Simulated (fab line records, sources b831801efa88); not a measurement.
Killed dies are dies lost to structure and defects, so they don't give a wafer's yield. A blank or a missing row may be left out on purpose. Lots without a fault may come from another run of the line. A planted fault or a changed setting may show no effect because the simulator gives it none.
Split-lot experiment | flow sky130 | 5 lots, 23 wafers read, on a route of 708 steps

THE SPLIT
At SKY_PWDE_COAT_02 (resist thk 3000 nm), the setting resist_thk_nm was moved away from the recipe's 3000 nm on 6 of the 23 wafers read, by -1.7% to +5.6%. The other wafers ran this setting at the recipe's value.

The reading is taken at the split's own step.

THE READING
coat_of_PWDE_COAT_02.thk_nm (the simulator's own value, which no gauge read), in nm, at SKY_PWDE_COAT_02 (resist thk 3000 nm). The file gives no usual value for it. The 17 wafers here that ran the recipe average 3002 nm, standard deviation 6.4 nm.

wafer  | tool, chamber at the split | resist_thk_nm as run, nm | against the recipe | coat_of_PWDE_COAT_02.thk_nm, nm | against lot-mates on the recipe
L074.1 | litho_track-01, 0          | 2948                     | -1.7%              | 2943                            | -53
L074.4 | litho_track-01, 0          | 2948                     | -1.7%              | 2943                            | -53
L074.2 | litho_track-01, 0          | 3000                     | recipe             | 2996                            | -
L074.5 | litho_track-01, 0          | 3000                     | recipe             | 2996                            | -
L074.3 | litho_track-01, 0          | 2948                     | -1.7%              | 2936                            | -60
L075.1 | litho_track-04, 0          | 3000                     | recipe             | 3001                            | -
L075.4 | litho_track-04, 0          | 3000                     | recipe             | 2988                            | -
L075.5 | litho_track-04, 0          | 3000                     | recipe             | 2997                            | -
L077.1 | litho_track-02, 0          | 3000                     | recipe             | 2995                            | -
L077.2 | litho_track-02, 0          | 3000                     | recipe             | 3006                            | -
L077.4 | litho_track-02, 0          | 3000                     | recipe             | 3009                            | -
L077.5 | litho_track-02, 0          | 3000                     | recipe             | 3008                            | -
L077.6 | litho_track-02, 0          | 3000                     | recipe             | 3004                            | -
L080.2 | litho_track-01, 0          | 3000                     | recipe             | 3015                            | -
L080.3 | litho_track-01, 0          | 3000                     | recipe             | 3002                            | -
L080.4 | litho_track-01, 0          | 3169                     | +5.6%              | 3181                            | +172
L080.5 | litho_track-01, 0          | 3169                     | +5.6%              | 3180                            | +172
L080.6 | litho_track-01, 0          | 3169                     | +5.6%              | 3174                            | +166
L084.1 | litho_track-04, 0          | 3000                     | recipe             | 3004                            | -
L084.2 | litho_track-04, 0          | 3000                     | recipe             | 3002                            | -
L084.3 | litho_track-04, 0          | 3000                     | recipe             | 2999                            | -
L084.5 | litho_track-04, 0          | 3000                     | recipe             | 3007                            | -
L084.6 | litho_track-04, 0          | 3000                     | recipe             | 3009                            | -

THE FIT
A straight line over all 23 wafers: coat_of_PWDE_COAT_02.thk_nm changes by +31.8 nm for each +1% of resist_thk_nm; r = +1.00; the points scatter about the line by 6.5 nm.
The same after taking each lot's own level away (the mean of its wafers on the recipe; 23 wafers): +30.4 nm for each +1%; r = +1.00; scatter 4.6 nm.
On that fit, the largest move of resist_thk_nm shifts the reading by 1.7e+02 nm.
The lots' own levels span 2995.3 to 3008.5 nm, that is 2.0 times the standard deviation above.
So the lot-to-lot level changes the slope little: the two slopes agree.
Check: with one of the wafers moved furthest among these (+5.6%) left out of the fit, the line predicts +170 nm for it against its lot-mates. It came out at +172 nm against them.

OTHER SPLITS ON THESE WAFERS
These wafers also went through other splits before the reading. Each is held against what the fit with the lots' levels taken away leaves over:
other split on the same wafers       | wafers away from the commonest value | r with coat_of_PWDE_COAT_02.thk_nm (lot level and that fit taken away)
SKY_FIELD_ISO_OXIDATION_01 ox_time_s | 10                                   | -0.08
SKY_FIELD_ISO_OXIDATION_22 ox_time_s | 18                                   | +0.02

THE WHOLE CHAIN: every reading that the file lists as answering this split, in the file's order
step              | what it does       | reading                                                                      | change (the file's fit)              | r (the file's)
SKY_PWDE_COAT_02  | resist thk 3000 nm | coat_of_PWDE_COAT_02.thk_nm (the simulator's own value, which no gauge read) | +30.3 nm for each +1% of the setting | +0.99
SKY_PWDE_STRIP_09 | strips in O2/N2    | strip_time_to_endpoint_s                                                     | withheld for each +1% of the setting | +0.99

THE FILE'S OWN FIT
coat_of_PWDE_COAT_02.thk_nm changes by +30.3 nm for each +1% of resist_thk_nm, r = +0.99.
